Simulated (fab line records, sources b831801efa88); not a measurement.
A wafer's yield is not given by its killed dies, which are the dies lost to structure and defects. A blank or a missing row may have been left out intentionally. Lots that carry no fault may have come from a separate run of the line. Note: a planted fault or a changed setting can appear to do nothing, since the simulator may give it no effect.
One fault through the eyes of 2 desks :: flow sky130 :: each desk has only its own numbers; what lay behind them comes last

## METROLOGY DESK
Means of the sampled wafers that have a number, per lot and without regard to the tool the lot ran on: this is what the gauges read. The brackets show how far a lot's mean lies from the usual mean; more than 4 standard deviations puts the lot out of limits, marked OUT.
Columns: A = VIA3_W_RS at SKY_VIA3_RS_MEAS_22, usual 0.2933 ohm/sq; B = VIA3_W_THK at SKY_VIA3_THK_MEAS_23, usual 379 nm
lot: L691
first seen here: day 40 11:09
A: 0.2935
B: 383

lot: L698
first seen here: day 42 09:37
A: 0.2907
B: 387

lot: L699
first seen here: day 43 01:49
A: 0.2918
B: 383

lot: L700
first seen here: day 43 03:29
A: 0.2907
B: 384

lot: L704
first seen here: day 44 06:02
A: 0.2929
B: 375

lot: L711
first seen here: day 45 21:56
A: 0.2982
B: 378
Finding of this desk: none of the 6 lots has anything out of limits.

## DESK OF THE TOOL OWNER: pvd-sputter-04
The tool's own readings at SKY_METAL4_SPUTTER_03 (material Ti, target thk 5 nm, time 3.3 s): means of the sampled wafers that have a number, for each lot that ran on this tool. The brackets show how far a lot's mean lies from the usual mean; more than 4 standard deviations puts the lot out of limits, marked OUT.
Columns: A = cathode-dc-power-W at SKY_METAL4_SPUTTER_03, usual 3000.0 W; B = throttle-valve-pct at SKY_METAL4_SPUTTER_03, usual 29.9 %
lot: L691
first seen here: day 40 11:43
A: 3000.4
B: 29.1

lot: L698
first seen here: day 42 10:09
A: 2863.6 (-99 or more) OUT
B: 29.8

lot: L700
first seen here: day 43 04:03
A: 2863.7 (-99 or more) OUT
B: 29.1

lot: L711
first seen here: day 45 22:31
A: 3000.3
B: 29.5
This desk's finding: out of limits on L698, L700; first on L698, day 42 10:09 (cathode-dc-power-W at SKY_METAL4_SPUTTER_03). L691, L711: within limits.

## TAKEN TOGETHER
On L698, L700, at day 42 10:09, an alarm was possible from the tool owner's desk.
From the metrology desk's view, nothing was out of limits.
The metrology desk holds a record of L698, L700, inside its limits.
The lots listed all ran SKY_METAL4_SPUTTER_03 on pvd-sputter-04.

## WHAT THE SIMULATOR HAD INSERTED
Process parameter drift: pvd-sputter-04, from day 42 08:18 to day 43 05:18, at SKY_METAL4_SPUTTER_03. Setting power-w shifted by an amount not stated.
Shown lots that were struck: L698, L700.
How many hours passed from the start of the fault until each desk's first out-of-limits reading: the tool owner's desk, 2.
